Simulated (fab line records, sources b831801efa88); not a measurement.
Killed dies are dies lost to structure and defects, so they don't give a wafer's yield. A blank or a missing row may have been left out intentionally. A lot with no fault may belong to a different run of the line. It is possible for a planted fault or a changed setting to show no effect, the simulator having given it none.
Which tool did it? ; flow sfq-line ; 42 wafers sampled from 14 lots at 1 step of a route of 325

WHAT EACH GAUGE READ, for each wafer
SFQ_I6_BOW_MEAS_941. Usual: I6_BOW 6 um, standard deviation 12.
lot;measured;on;I6_BOW (um);flag
L131;day 72 03:37;film-metro-03;19 16 15;
L132;day 72 07:11;film-metro-04;-4 9 5;
L134;day 72 16:03;film-metro-04;9 12 14;
L135;day 77 05:37;film-metro-01;22 16 24;
L136;day 77 08:33;film-metro-04;-12 -7 -2;
L137;day 77 14:50;film-metro-01;9 4 -6;
L138;day 77 20:50;film-metro-03;-5 10 0;
L139;day 78 05:50;film-metro-03;-7 4 9;
L141;day 78 11:34;film-metro-04;15 14 13;
L142;day 78 14:35;film-metro-01;33 27 53;
L144;day 78 17:50;film-metro-03;5 2 0;
L149;day 81 20:29;film-metro-01;3 6 -3;
L150;day 81 23:31;film-metro-04;7 14 13;
L152;day 82 05:28;film-metro-03;-3 8 3;

TOOL THAT RAN EACH LOT (tool first, then ch and the chambers of the sampled wafers, then the start)
Before these readings, the record contains no process step.

WHAT THE TOOLS THEMSELVES READ (means of the sampled wafers that have a number; where no wafer has one, the mark that the record gives instead)
The record holds no such reading with a usual standard deviation.

THE ANSWER, worked out from the rows above alone
Rule: a lot counts as off when the mean over its wafers that have a number is more than 3 standard deviations away from the usual mean. A lot without any number at a reading at which 4 lots or more have one is off too. The other lots that the step has rows for count as sound. After the gauges, taken in route order, come the tools' own readings; for these a lot's mean is taken, as printed above. At the first step where some lot is off, the reading lying furthest off is the one used; lots without a number count as furthest.
Nothing can be told from this: no lot is off at any reading shown.

WHAT WAS PUT IN BY THE SIMULATOR
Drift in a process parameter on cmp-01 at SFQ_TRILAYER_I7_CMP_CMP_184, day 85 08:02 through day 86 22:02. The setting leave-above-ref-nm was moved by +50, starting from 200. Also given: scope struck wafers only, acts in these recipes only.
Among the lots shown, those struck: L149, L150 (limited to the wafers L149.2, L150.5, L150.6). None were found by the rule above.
